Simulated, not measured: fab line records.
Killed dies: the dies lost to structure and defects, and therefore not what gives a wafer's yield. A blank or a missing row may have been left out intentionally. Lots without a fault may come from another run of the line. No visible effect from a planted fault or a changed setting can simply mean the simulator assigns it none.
Chamber matching    flow sky130    4 sister chambers for SKY_LI_CONTACT_ETCH_15 on rie_diel-02
The step etches PSG in C4F8/O2/Ar, stops on Si, target depth 600 nm. 7 wafers are shown with their chamber, then 7 later ones without.

## WAFERS WITH THEIR CHAMBER
wafer   chamber  rf_fwd_power_W (W)  oes_product_au (a.u.)
L079.4  3        1493                0.833
L079.5  3        1492                0.838
L083.6  1        1492                0.836
L085.1  0        1489                0.841
L085.5  2        1486                0.836
L087.1  2        1483                0.835
L087.4  1        1488                0.833

## WAFERS WHOSE CHAMBER IS MISSING
wafer   rf_fwd_power_W (W)  oes_product_au (a.u.)
L087.6  1489                0.837
L091.1  1488                0.837
L091.3  1479                0.838
L091.5  1487                0.842
L093.3  1490                0.837
L093.5  1493                0.837
L093.6  1498                0.842

## WHICH CHAMBER EACH ONE RAN IN
wafer   from the rows above                in truth
L087.6  can't be placed: 1 or 0 or 3 or 2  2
L091.1  can't be placed: 1 or 0 or 2 or 3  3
L091.3  2                                  2
L091.5  can't be placed: 0 or 2            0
L093.3  can't be placed: 1 or 3 or 0 or 2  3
L093.5  can't be placed: 3 or 1 or 0       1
L093.6  can't be placed: 3 or 0 or 1       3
Correct placement for 1 of the 7. These rows do not allow placing 6 (true chamber among the candidates in 6). Wrongly placed: 0.
How it was worked out, from the rows above alone: a wafer's distance from a chamber is the root of the sum, over the readings, of the square of ((its reading less the chamber's mean) divided by the reading's scatter). The wafer belongs to the nearest chamber; if the next one is less than 2 further off, it can't be placed. For every chamber, the mean is computed from those of its wafers that are shown. The scatter is the square root of a quotient: the sum, over the shown wafers, of each reading's squared deviation from its chamber's mean, divided by wafers minus chambers.
